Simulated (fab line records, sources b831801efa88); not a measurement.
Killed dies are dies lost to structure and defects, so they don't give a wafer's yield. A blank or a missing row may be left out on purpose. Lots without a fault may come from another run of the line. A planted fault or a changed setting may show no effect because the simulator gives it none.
fab line records | flow sky130
record lots=13 wafers=39 last_day=50
route steps=708 shown SONOS_TUNNEL@160 PAD_OPEN@708
lots that met no fault: from a run of the same line without faults
start_h: hours from the record's first day to the start of the lot's first wafer shown | wait_h: hours since the lot's step before | " the same as in the row above | L1.1+2: a row that stands for several wafers | - no value, or no start given | * or withheld: withheld | < > ~ a bound
route shown NAME@n: a module of which the file shows steps, and the number in the route of the first | usual: mean/standard deviation of fault-free wafers | same: alike in all rows | chamber/n: place in a boat | sites: the reading at each site | _std_site: their standard deviation | _edge_site: outer sites' mean less inner sites' | radius_mm: how far each site lies from the wafer's centre | mask NAME#n: copy n | behind: the tool/chamber that last shaped the wafer | hold: why the lot was held/for how many hours/how that ended | device: the transistor (n, p or np) that didn't switch | end of line: the same wafers' tests at the end of the route | a step without rows: its recipe alone | killed: dies lost to structure and defects at the first sort, not the wafer's yield | map: a wafer's dies, x killed, . not, _ none there
set.NAME: the setting as run; set.NAME@STEP: as run at that earlier step | model.NAME: the simulator's own value behind a step, which no gauge read
steps of the route over a sample of lots; a table a step, a row a wafer
services: from which hour (start_h, from the record's first day; less than 0 if before it) a tool's chamber was out of use, for how many hours, and why
## steps
# step SKY_SONOS_TUNNEL_DEVELOP_06
# recipe resist=NOVOLAK developer=TMAH develop_time_s=60 dev_temp_c=23
# columns lot.wafer tool chamber start_h wait_h
L490.4+5+6 litho_track-02 0 250.89 0.1
L492.1+4+5 litho_track-02 0 263.77 0.1
L493.1+3+5 litho_track-02 0 271.17 0.1
L494.2+4+6 litho_track-03 0 276.80 0.1
L495.2+4+6 litho_track-02 0 293.44 0.1
L497.4+5+6 litho_track-02 0 310.79 0.1
L498.2+3+6 litho_track-02 0 324.29 0.1
L500.1+3+5 litho_track-01 0 328.48 0.1
L501.2+3+5 litho_track-01 0 338.21 0.1
L507.1+2+3 litho_track-01 0 391.98 0.1
L510.2+3+4 litho_track-01 0 410.91 0.1
L511.4+5+6 litho_track-01 0 414.11 0.1
L513.1+2+4 litho_track-02 0 433.51 0.1
# step SKY_SONOS_TUNNEL_CD_MEAS_07
# recipe target_cd_nm=410
# usual cd_nm=410.1/2.3
# columns lot.wafer tool chamber start_h wait_h hold cd_nm
L490.4 cd_sem-02 - 251.03 0.1 - 408.8
L490.5 " - " " - 410.9
L490.6 " - " " - 411.6
L492.1 cd_sem-01 - 263.92 0.1 - 408.8
L492.4 " - " " - 406.0
L492.5 " - " " - 407.0
L493.1 cd_sem-02 - 271.32 0.1 - 410.3
L493.3 " - " " - 411.9
L493.5 " - " " - 410.5
L494.2 cd_sem-01 - 276.94 0.1 - 412.6
L494.4 " - " " - 413.1
L494.6 " - " " - 411.6
L495.2 cd_sem-01 - 293.59 0.1 - 412.4
L495.4 " - " " - 410.9
L495.6 " - " " - 409.8
L497.4 cd_sem-01 - 310.93 0.1 - 409.6
L497.5 " - " " - 410.4
L497.6 " - " " - 408.5
L498.2 cd_sem-02 - 324.43 0.1 await_dispo/0.2h/release 406.9
L498.3 " - " " await_dispo/0.2h/release 407.8
L498.6 " - " " await_dispo/0.2h/release 366.7
L498.2 cd_sem-02 - 324.72 0.3 - 406.9
L498.3 " - " " - 407.7
L498.6 " - " " - 366.6
L500.1 cd_sem-02 - 328.63 0.1 - 410.8
L500.3 " - " " - 409.5
L500.5 " - " " - 409.9
L501.2 cd_sem-02 - 338.35 0.1 - 407.9
L501.3 " - " " - 411.3
L501.5 " - " " - 410.7
L507.1 cd_sem-01 - 392.13 0.1 - 408.5
L507.2 " - " " - 413.1
L507.3 " - " " - 411.4
L510.2 cd_sem-02 - 411.05 0.1 - 410.9
L510.3 " - " " - 408.7
L510.4 " - " " - 413.6
L511.4 cd_sem-01 - 414.24 0.1 - 408.5
L511.5 " - " " - 405.8
L511.6 " - " " - 406.2
L513.1 cd_sem-02 - 433.66 0.1 - 411.5
L513.2 " - " " - 411.8
L513.4 " - " " - 413.8
# step SKY_PAD_OPEN_PROBE_99
# usual killed_at_M0_to_M3=44/7 killed_at_M4_up=3.0/1.7 killed_at_contacts=24/5.2 killed_at_front_end=15/4.8 killed_at_other=0.2/0.56 killed_dies=86/9.7 killed_open=47/7.1 killed_short=39/6.3
# same gross_dies=492 killed_at_back_side=0
# columns lot.wafer tool chamber start_h wait_h killed_at_M0_to_M3 killed_at_M4_up killed_at_contacts killed_at_front_end killed_at_other killed_dies killed_open killed_short
L510.2 prober-01 - 1192.13 0.1 55 2 32 14 0 103 53 50
L510.3 prober-01 - 1192.18 0.2 39 4 29 7 0 79 48 31
L510.4 prober-01 - 1192.23 0.2 58 1 21 9 0 89 49 40
# killed by level:class
L510.2 CONTACT:geometric_particle:open=13 VIA1:geometric_particle:open=12 METAL2:geometric_particle:short=10 VIA2:geometric_particle:open=9 CONTACT:geometric_particle:short=6 FIELD_ISO:geometric_particle:short=5 METAL1:geometric_particle:short=5 LI_CONTACT:geometric_particle:open=5
L510.3 CONTACT:geometric_particle:open=10 LI_CONTACT:geometric_particle:open=8 VIA3:geometric_particle:open=8 VIA2:geometric_particle:open=8 LOCAL_INTERCONNECT:geometric_particle:short=6 VIA1:geometric_particle:open=6 VIA1:geometric_particle:short=4 METAL2:geometric_particle:short=3
L510.4 VIA1:geometric_particle:open=10 VIA2:geometric_particle:open=10 VIA3:geometric_particle:short=8 LI_CONTACT:geometric_particle:open=7 CONTACT:geometric_particle:open=7 METAL2:geometric_particle:short=6 METAL1:geometric_particle:short=6 VIA3:geometric_particle:open=6
## services
# columns tool chamber start_h hours kind
litho_track-02 - 422.95 - consumable_replace:filter
## key
first_sign step=SKY_SONOS_TUNNEL_CD_MEAS_07 reading=visit direction=added
effect step=SKY_SONOS_TUNNEL_CD_MEAS_07 reading=cd_nm direction=down sigmas=19 usual=410.1 struck=366.7
met_at SKY_SONOS_TUNNEL_DEVELOP_06
struck_lots L498
struck_wafers L498.6
tester_left_out L498
onset_between 310.79 324.29
fault kind=process_parameter_drift tool=litho_track-02 chamber=- onset_h=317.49 steps=SKY_SONOS_TUNNEL_DEVELOP_06 channel=develop_time_s offset=* shape=step end_h=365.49 scope=struck_wafers_only acts_in=* stated=*
# tester_left_out: of these lots the tester's yield and bins aren't shown, on N5 and GAA mostly nor the transistor test; their killed dies are dies lost to structure and defects alone, not to doping, threshold or leakage, so they don't give the yield
